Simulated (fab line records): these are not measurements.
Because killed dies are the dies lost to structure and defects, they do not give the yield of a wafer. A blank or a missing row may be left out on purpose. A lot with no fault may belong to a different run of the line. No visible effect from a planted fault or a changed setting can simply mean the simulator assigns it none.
The tool behind it: which one? + flow sky130 + 42 wafers from 14 lots sampled at 3 of the route's 708 steps

## WHAT THE GAUGES READ, wafer by wafer
SKY_NWELL_THK_MEAS_02.
| lot  | measured    | on            | NWELL_OXIDATION_THK (nm) |
|------|-------------|---------------|--------------------------|
| L553 | day 2 21:37 | film-metro-01 | 9.95 9.89 9.88           |
| L554 | day 3 10:13 | film-metro-02 | 10.14 10.02 9.98         |
| L555 | day 3 18:27 | film-metro-01 | 10.08 10.16 9.98         |
| L561 | day 4 18:13 | film-metro-04 | 10.24 10.11 10.11        |
| L559 | day 4 18:13 | film-metro-02 | 10.57 10.37 10.53        |
| L560 | day 4 18:14 | film-metro-01 | 10.38 10.44 10.46        |
| L562 | day 4 18:17 | film-metro-01 | 10.25 10.28 10.33        |
| L565 | day 5 09:12 | film-metro-02 | 10.28 10.29 10.37        |
| L571 | day 6 18:04 | film-metro-04 | 9.93 9.98 10.07          |
| L572 | day 6 23:14 | film-metro-02 | 10.08 9.92 10.02         |
| L573 | day 6 23:14 | film-metro-04 | 10.07 10.17 10.17        |
| L574 | day 7 02:40 | film-metro-04 | 10.36 10.18 10.12        |
| L575 | day 7 05:34 | film-metro-04 | 10.10 10.35 10.32        |
| L576 | day 7 14:44 | film-metro-02 | 9.95 10.16 10.07         |

SKY_PWDE_OVL_MEAS_07.
| lot  | measured    | on         | PWDE_OVL (nm)  |
|------|-------------|------------|----------------|
| L553 | day 4 03:47 | overlay-02 | -1.7 -1.1 -0.9 |
| L554 | day 4 16:34 | overlay-02 | -1.9 -0.1 1.1  |
| L555 | day 5 00:58 | overlay-01 | -1.0 -0.7 -1.5 |
| L561 | day 6 04:58 | overlay-01 | -2.7 -2.5 -1.7 |
| L559 | day 6 04:35 | overlay-02 | -1.7 -1.1 -1.1 |
| L560 | day 6 05:19 | overlay-01 | -0.3 1.0 1.2   |
| L562 | day 6 06:17 | overlay-02 | -2.6 -0.6 -1.3 |
| L565 | day 6 20:55 | overlay-02 | -0.8 -2.8 -4.4 |
| L571 | day 8 09:19 | overlay-01 | 1.5 1.7 2.6    |
| L572 | day 8 15:04 | overlay-02 | -0.5 0.6 2.7   |
| L573 | day 8 14:35 | overlay-01 | -0.3 -0.4 -1.3 |
| L574 | day 8 18:38 | overlay-01 | -1.0 -1.6 -2.0 |
| L575 | day 8 22:14 | overlay-02 | -1.8 -2.8 -0.9 |
| L576 | day 9 08:53 | overlay-01 | -1.3 0.7 0.8   |

SKY_NWELL_OVL_MEAS_10.
| lot  | measured     | on         | NWELL_00_OVL (nm) |
|------|--------------|------------|-------------------|
| L553 | day 4 19:06  | overlay-01 | -3.8 -2.9 -2.4    |
| L554 | day 5 09:07  | overlay-01 | -2.4 -3.5 -3.7    |
| L555 | day 5 19:01  | overlay-02 | -0.1 0.0 0.3      |
| L561 | day 6 23:35  | overlay-02 | -2.3 -0.2 -0.4    |
| L559 | day 6 22:49  | overlay-01 | -2.5 -1.3 -2.4    |
| L560 | day 7 00:01  | overlay-01 | -0.8 -1.8 -1.6    |
| L562 | day 7 01:04  | overlay-01 | 2.0 2.3 0.3       |
| L565 | day 7 15:26  | overlay-01 | 0.8 0.4 1.2       |
| L571 | day 9 07:16  | overlay-02 | -2.1 -1.0 -1.0    |
| L572 | day 9 12:08  | overlay-02 | 1.5 -0.9 0.5      |
| L573 | day 9 11:47  | overlay-01 | 1.6 2.2 1.2       |
| L574 | day 9 17:07  | overlay-02 | -1.7 -1.7 -3.6    |
| L575 | day 9 20:10  | overlay-01 | -0.3 -1.4 -0.8    |
| L576 | day 10 06:40 | overlay-01 | -0.2 -1.0 -2.1    |

## WHAT TOOL EACH LOT RAN ON (gives the tool, then ch and the chambers of the sampled wafers, and finally the start)
No process step before these readings appears in the record.

## AS READ BY THE TOOLS THEMSELVES (means over the sampled wafers that have a number; for cases with no such wafer, the mark the record gives instead)
The record holds no such reading with a usual standard deviation.

## THE ANSWER, worked out from the rows above alone
Rule: the lots themselves supply what counts as usual. Put in order of their means at a reading, lots are off if they are a third of the lots or fewer, leave a main group of 4 or more, and stand apart from it by a gap of 3 or more times the standard deviation of the main group's means; of several such gaps the widest counts. A main group whose means are all the same, to the digits that the tables above print for the reading, isn't used. Also off: a lot with no number at a reading for which 4 or more lots have one. Where the step has rows for the other lots, those lots are counted as sound. Order of review: gauges by route order, followed by the tools' own readings, for which a lot's mean as printed above is used. The first step at which some lot is off is used, and at that step the reading that is off furthest; a lot without a number counts as furthest.
No lot is off on any of the readings shown, so nothing can be concluded from this.

## WHAT THE SIMULATOR HAD INSERTED
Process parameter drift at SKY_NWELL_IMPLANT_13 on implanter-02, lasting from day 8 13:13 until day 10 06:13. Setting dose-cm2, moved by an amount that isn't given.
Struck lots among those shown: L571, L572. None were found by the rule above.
